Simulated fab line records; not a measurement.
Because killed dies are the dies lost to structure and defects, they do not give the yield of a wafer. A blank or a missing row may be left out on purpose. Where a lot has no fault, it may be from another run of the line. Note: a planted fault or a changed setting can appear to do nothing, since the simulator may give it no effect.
One fault through the eyes of 2 desks ; flow sky130 ; each desk has only its own numbers; what lay behind them comes last

## AT THE TOOL OWNER'S DESK: pvd-sputter-03
The tool's own readings at SKY_METAL1_SPUTTER_02 (material AlCu, target thk 250 nm, time 13.3 s): means of the sampled wafers that have a number, for each lot that ran on this tool. The brackets show how far a lot's mean lies from the usual mean; more than 4 standard deviations puts the lot out of limits, marked OUT.
Columns: A = throttle-valve-pct at SKY_METAL1_SPUTTER_02, usual 30.4 %
lot;first seen here;A
L197;day 31 22:49;30.9
L198;day 32 11:52;30.8
L200;day 33 20:32;31.4
L206;day 35 09:41;30.6
L205;day 35 12:50;30.6
L207;day 35 16:40;30.6
L213;day 37 07:36;31.1
L214;day 37 11:37;31.1
This desk's finding: nothing out of limits on any of the 8 lots.

## METROLOGY DESK
Lot by lot, what the gauges showed, no matter which tool ran the lot: averages of those sampled wafers that carry a number. The brackets show how far a lot's mean lies from the usual mean; more than 4 standard deviations puts the lot out of limits, marked OUT.
Columns: A = PASSIVATION_CVD_00_THK at SKY_PASSIVATION_THK_MEAS_01, usual 90.3 nm
lot;first seen here;A
L196;day 43 21:05;89.3
L197;day 44 01:35;90.5
L198;day 44 12:13;91.4
L200;day 45 16:59;91.1
L201;day 45 23:01;89.4
L203;day 46 03:23;91.9
L204;day 46 20:32;93.1
L206;day 46 22:07;89.8
L205;day 46 23:42;91.0
L207;day 47 00:23;89.3
L213;day 48 09:32;91.3
L214;day 48 12:10;88.7
This desk's finding: nothing out of limits on any of the 12 lots.

## TAKEN TOGETHER
Nothing out of limits was seen by the tool owner's desk.
Nothing out of limits was seen by the metrology desk.

## WHAT HAD BEEN PUT IN BY THE SIMULATOR
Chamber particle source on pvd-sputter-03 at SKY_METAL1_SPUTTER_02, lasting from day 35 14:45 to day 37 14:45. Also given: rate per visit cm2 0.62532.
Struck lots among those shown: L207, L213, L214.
